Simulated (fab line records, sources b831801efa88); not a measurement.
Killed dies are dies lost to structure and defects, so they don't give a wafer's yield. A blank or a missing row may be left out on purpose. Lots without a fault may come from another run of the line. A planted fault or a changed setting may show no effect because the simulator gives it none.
Which tool did it? | flow gf180mcu | 6 lots, 18 wafers sampled, at 2 steps of a route of 602

WHAT THE GAUGES READ, wafer by wafer
GF_M1_CD_MEAS_14: target cd 230 nm.
lot  | measured     | on        | cd_nm (nm)
L823 | day 17 14:49 | cd_sem-02 | 231.4 230.6 231.0
L826 | day 18 17:40 | cd_sem-01 | 231.7 231.3 231.0
L832 | day 21 20:54 | cd_sem-02 | 231.4 230.9 230.4
L836 | day 22 13:45 | cd_sem-01 | 219.3 220.5 220.3
L839 | day 23 15:03 | cd_sem-02 | 229.7 230.0 229.3
L840 | day 24 09:06 | cd_sem-01 | 231.5 230.7 231.4

WHICH TOOL RAN EACH LOT (tool, then ch and the chambers of the sampled wafers, then the start)
lot  | GF_M1_SOFTBAKE_10
L823 | litho_track-03 ch 0, day 17 02:52
L826 | litho_track-03 ch 0, day 18 06:06
L832 | litho_track-03 ch 0, day 21 09:13
L836 | litho_track-03 ch 0, day 22 02:07
L839 | litho_track-02 ch 0, day 23 03:07
L840 | litho_track-04 ch 0, day 23 22:09
- GF_M1_SOFTBAKE_10: time 60 s.

THE ANSWER, worked out from the rows above alone
Rule: what is usual is taken from the lots themselves. Put in order of their means at a reading, lots are off if they are a third of the lots or fewer, leave a main group of 4 or more, and stand apart from it by a gap of 3 or more times the standard deviation of the main group's means; of several such gaps the widest counts. A main group whose means are all the same, to the digits that the tables above print for the reading, isn't used. A lot without any number at a reading at which 4 lots or more have one is off too. The other lots that the step has rows for count as sound.
Off: L836, at GF_M1_CD_MEAS_14 (cd_nm). The main group: mean 230.8 nm, standard deviation 0.6.
A tool fits if, at a process step before that reading, it ran every lot that is off, and no sound lot after the first of them. The gauges at GF_M1_CD_MEAS_14 are tried like those tools. One fits: litho_track-03 at GF_M1_SOFTBAKE_10. Its last sound lot is L832 (day 21 09:13), its first lot that is off L836 (day 22 02:07): a fault that began between those two fits.

WHAT THE SIMULATOR HAD PUT IN
Process parameter drift: litho_track-03, from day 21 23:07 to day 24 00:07, at GF_M1_SOFTBAKE_10. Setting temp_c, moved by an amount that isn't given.
Lots struck among those shown: L836. The rule above found the same.
